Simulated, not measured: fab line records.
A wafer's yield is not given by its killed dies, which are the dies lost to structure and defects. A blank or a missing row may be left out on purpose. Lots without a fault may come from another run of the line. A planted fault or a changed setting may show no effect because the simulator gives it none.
Chamber matching	flow gf180mcu	GF_V2_CMP_26 on cmp-02: 4 sister chambers
The step polishes, stops on SiO2, t overpolish 15 s, target thk 0 nm. 8 wafers are shown with their chamber, then 9 later ones without.

WAFERS WITH THEIR CHAMBER
wafer	chamber	motorCurrentA (A)	timeToEndpointS (s)
L566.3	2	11.2	85.2
L573.3	3	12.4	83.2
L574.2	1	9.3	81.9
L574.4	2	11.3	83.8
L574.5	0	10.6	86.6
L575.3	1	9.7	85.9
L575.5	0	10.5	85.4
L575.6	3	12.7	83.1

WAFERS MISSING THEIR CHAMBER
wafer	motorCurrentA (A)	timeToEndpointS (s)
L578.2	11.6	83.2
L578.3	13.0	84.6
L578.6	12.6	83.8
L580.1	9.6	80.0
L580.4	12.9	77.5
L580.5	12.7	78.8
L581.1	9.3	83.6
L581.2	12.2	80.4
L581.3	11.0	86.7

THE CHAMBER EACH PASSED THROUGH
wafer	from the rows above	in truth
L578.2	2	2
L578.3	3	3
L578.6	3	3
L580.1	1	1
L580.4	3	3
L580.5	3	3
L581.1	1	1
L581.2	3	3
L581.3	can't be placed: 2 or 0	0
Correctly placed: 8 of 9. These rows do not allow placing 1 (true chamber among the candidates in 1). 0 placed wrongly.
How it was worked out, from the rows above alone: a wafer's distance from a chamber is the root of the sum, over the readings, of the square of ((its reading less the chamber's mean) divided by the reading's scatter). The wafer belongs to the nearest chamber; if the next one is less than 2 further off, it can't be placed. A chamber's mean is the mean of its shown wafers. The scatter: the root of (the sum of the squares of (reading less its chamber's mean) over the shown wafers, divided by (wafers less chambers)).
